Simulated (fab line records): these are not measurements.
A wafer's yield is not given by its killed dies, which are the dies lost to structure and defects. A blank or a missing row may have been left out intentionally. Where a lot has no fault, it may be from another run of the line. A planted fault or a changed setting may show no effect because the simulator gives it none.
Matching of chambers || flow sky130 || 4 sister chambers for SKY_VIA3_ETCH_14 on rie diel-02
The step etches BARC in N2/H2, stops on SiO2, time 45.9 s, target depth 60 nm. 14 wafers are shown with their chamber, then 7 later ones without.

## WAFERS PAIRED WITH THEIR CHAMBERS
{"wafer": "L076.1", "chamber": 2, "drypump motor current A (A)": 6.5, "oes product au (a.u.)": 0.853, "h2 flow sccm (sccm)": 200.1}
{"wafer": "L076.3", "chamber": 1, "drypump motor current A (A)": 5.6, "oes product au (a.u.)": 0.857, "h2 flow sccm (sccm)": 198.8}
{"wafer": "L076.5", "chamber": 3, "drypump motor current A (A)": 6.1, "oes product au (a.u.)": 0.844, "h2 flow sccm (sccm)": 200.2}
{"wafer": "L078.4", "chamber": 1, "drypump motor current A (A)": 5.5, "oes product au (a.u.)": 0.859, "h2 flow sccm (sccm)": 200.9}
{"wafer": "L078.5", "chamber": 1, "drypump motor current A (A)": 5.6, "oes product au (a.u.)": 0.858, "h2 flow sccm (sccm)": 200.3}
{"wafer": "L078.6", "chamber": 0, "drypump motor current A (A)": 5.3, "oes product au (a.u.)": 0.860, "h2 flow sccm (sccm)": 199.9}
{"wafer": "L081.4", "chamber": 1, "drypump motor current A (A)": 5.5, "oes product au (a.u.)": 0.847, "h2 flow sccm (sccm)": 199.9}
{"wafer": "L081.5", "chamber": 2, "drypump motor current A (A)": 6.5, "oes product au (a.u.)": 0.854, "h2 flow sccm (sccm)": 199.2}
{"wafer": "L081.6", "chamber": 1, "drypump motor current A (A)": 5.5, "oes product au (a.u.)": 0.857, "h2 flow sccm (sccm)": 200.5}
{"wafer": "L090.4", "chamber": 0, "drypump motor current A (A)": 5.3, "oes product au (a.u.)": 0.856, "h2 flow sccm (sccm)": 201.2}
{"wafer": "L090.5", "chamber": 1, "drypump motor current A (A)": 5.5, "oes product au (a.u.)": 0.851, "h2 flow sccm (sccm)": 200.2}
{"wafer": "L090.6", "chamber": 0, "drypump motor current A (A)": 5.3, "oes product au (a.u.)": 0.854, "h2 flow sccm (sccm)": 200.5}
{"wafer": "L091.2", "chamber": 3, "drypump motor current A (A)": 6.1, "oes product au (a.u.)": 0.852, "h2 flow sccm (sccm)": 200.0}
{"wafer": "L091.3", "chamber": 2, "drypump motor current A (A)": 6.5, "oes product au (a.u.)": 0.847, "h2 flow sccm (sccm)": 199.8}

SIGNATURES (means of the wafers above)
{"reading": "drypump motor current A", "chamber 0": 5.300, "chamber 1": 5.533, "chamber 2": 6.500, "chamber 3": 6.100, "scatter within a chamber": 0.0365}
{"reading": "oes product au", "chamber 0": 0.85667, "chamber 1": 0.85483, "chamber 2": 0.85133, "chamber 3": 0.84800, "scatter within a chamber": 0.00438}
{"reading": "h2 flow sccm", "chamber 0": 200.533, "chamber 1": 200.100, "chamber 2": 199.700, "chamber 3": 200.100, "scatter within a chamber": 0.622}
Rule: distance of a wafer from a chamber = root of the sum over the readings of ((wafer's reading minus chamber's mean) / reading's scatter) squared. The wafer belongs to the nearest chamber; if the next one is less than 2 further off, it can't be placed. The scatter is the square root of a quotient: the sum, over the shown wafers, of each reading's squared deviation from its chamber's mean, divided by wafers minus chambers.

## WAFERS MISSING THEIR CHAMBER
{"wafer": "L091.6", "drypump motor current A (A)": 5.5, "oes product au (a.u.)": 0.858, "h2 flow sccm (sccm)": 200.2}
{"wafer": "L095.1", "drypump motor current A (A)": 6.5, "oes product au (a.u.)": 0.849, "h2 flow sccm (sccm)": 201.0}
{"wafer": "L095.4", "drypump motor current A (A)": 6.1, "oes product au (a.u.)": 0.859, "h2 flow sccm (sccm)": 199.8}
{"wafer": "L095.5", "drypump motor current A (A)": 5.5, "oes product au (a.u.)": 0.845, "h2 flow sccm (sccm)": 200.6}
{"wafer": "L096.2", "drypump motor current A (A)": 6.5, "oes product au (a.u.)": 0.855, "h2 flow sccm (sccm)": 199.5}
{"wafer": "L096.4", "drypump motor current A (A)": 5.3, "oes product au (a.u.)": 0.851, "h2 flow sccm (sccm)": 200.7}
{"wafer": "L096.5", "drypump motor current A (A)": 6.5, "oes product au (a.u.)": 0.863, "h2 flow sccm (sccm)": 198.8}

## WHICH CHAMBER EACH ONE RAN IN
{"wafer": "L091.6", "from the rows above": 1, "in truth": 1}
{"wafer": "L095.1", "from the rows above": 2, "in truth": 2}
{"wafer": "L095.4", "from the rows above": 3, "in truth": 3}
{"wafer": "L095.5", "from the rows above": 1, "in truth": 1}
{"wafer": "L096.2", "from the rows above": 2, "in truth": 2}
{"wafer": "L096.4", "from the rows above": 0, "in truth": 0}
{"wafer": "L096.5", "from the rows above": 2, "in truth": 2}
Placed correctly: 7 of 7. Can't be placed from these rows: 0. Wrongly placed: 0.
